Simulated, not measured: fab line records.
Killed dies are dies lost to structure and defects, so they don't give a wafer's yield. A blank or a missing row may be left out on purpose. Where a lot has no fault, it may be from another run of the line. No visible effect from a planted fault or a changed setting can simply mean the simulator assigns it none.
Matching of chambers -- flow gf180mcu -- GF_V3_CMP_26 on cmp-02 has 4 sister chambers
The step polishes, stops on SiO2, t overpolish 15 s, target thk 0 nm. 20 wafers are shown with their chamber, then 10 later ones without.

## EACH WAFER AND ITS CHAMBER
wafer,chamber,motor-current-A (A),time-to-endpoint-s (s),overpolish-run-s (s)
L786.2,3,11.0,80.7,14.998
L786.5,3,11.0,83.1,15.004
L786.6,0,12.1,85.0,15.005
L789.1,0,12.2,83.4,15.002
L789.4,1,13.2,85.4,14.989
L789.5,1,13.3,81.3,15.003
L792.2,1,13.4,85.8,14.998
L792.3,0,12.2,86.5,14.995
L792.4,2,12.6,85.9,15.015
L793.1,3,11.0,86.9,14.999
L793.4,2,13.0,89.9,15.005
L793.6,0,12.5,86.6,14.989
L794.1,3,11.2,83.3,14.979
L794.2,1,13.3,85.7,14.989
L794.6,3,10.8,84.9,15.002
L796.2,2,12.4,87.1,14.997
L796.3,0,12.2,80.5,14.992
L796.4,3,11.1,79.9,15.011
L801.1,3,11.2,85.0,14.989
L801.4,2,13.2,89.1,14.998

SIGNATURES (means of the wafers above)
reading,chamber 0,chamber 1,chamber 2,chamber 3,scatter within a chamber
motor-current-A,12.240,13.300,12.800,11.043,0.198
time-to-endpoint-s,84.400,84.550,88.000,83.400,2.33
overpolish-run-s,14.99660,14.99475,15.00375,14.99743,0.00864
Rule: for a wafer and a chamber, the distance is found by dividing, reading by reading, the gap between the wafer's reading and the chamber's mean by the reading's scatter, squaring, summing and taking the root. The wafer belongs to the nearest chamber; if the next one is less than 2 further off, it can't be placed. How the scatter is found: for the shown wafers, subtract from each reading the mean of its chamber, square and add these, divide the total by (wafers less chambers), then take the root.

## WAFERS WITHOUT THEIR CHAMBER
wafer,motor-current-A (A),time-to-endpoint-s (s),overpolish-run-s (s)
L801.5,12.6,82.8,14.998
L806.3,12.5,89.6,15.004
L806.4,12.8,91.3,14.997
L806.6,13.6,90.4,15.000
L808.1,12.8,87.6,15.004
L808.2,11.9,87.4,15.014
L808.3,12.6,88.1,15.008
L809.4,12.7,90.1,15.004
L809.5,12.5,90.8,15.000
L809.6,10.8,86.5,14.997

## WHICH CHAMBER EACH WENT THROUGH
wafer,from the rows above,in truth
L801.5,can't be placed: 0 or 2 or 1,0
L806.3,can't be placed: 2 or 0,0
L806.4,2,2
L806.6,can't be placed: 1 or 2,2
L808.1,2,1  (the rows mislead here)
L808.2,can't be placed: 0 or 2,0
L808.3,can't be placed: 2 or 0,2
L809.4,2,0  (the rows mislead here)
L809.5,can't be placed: 2 or 0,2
L809.6,3,3
2 of 10 placed correctly. From these rows, 6 cannot be placed; in 6 the true chamber is one of the candidates. 2 placed wrongly.
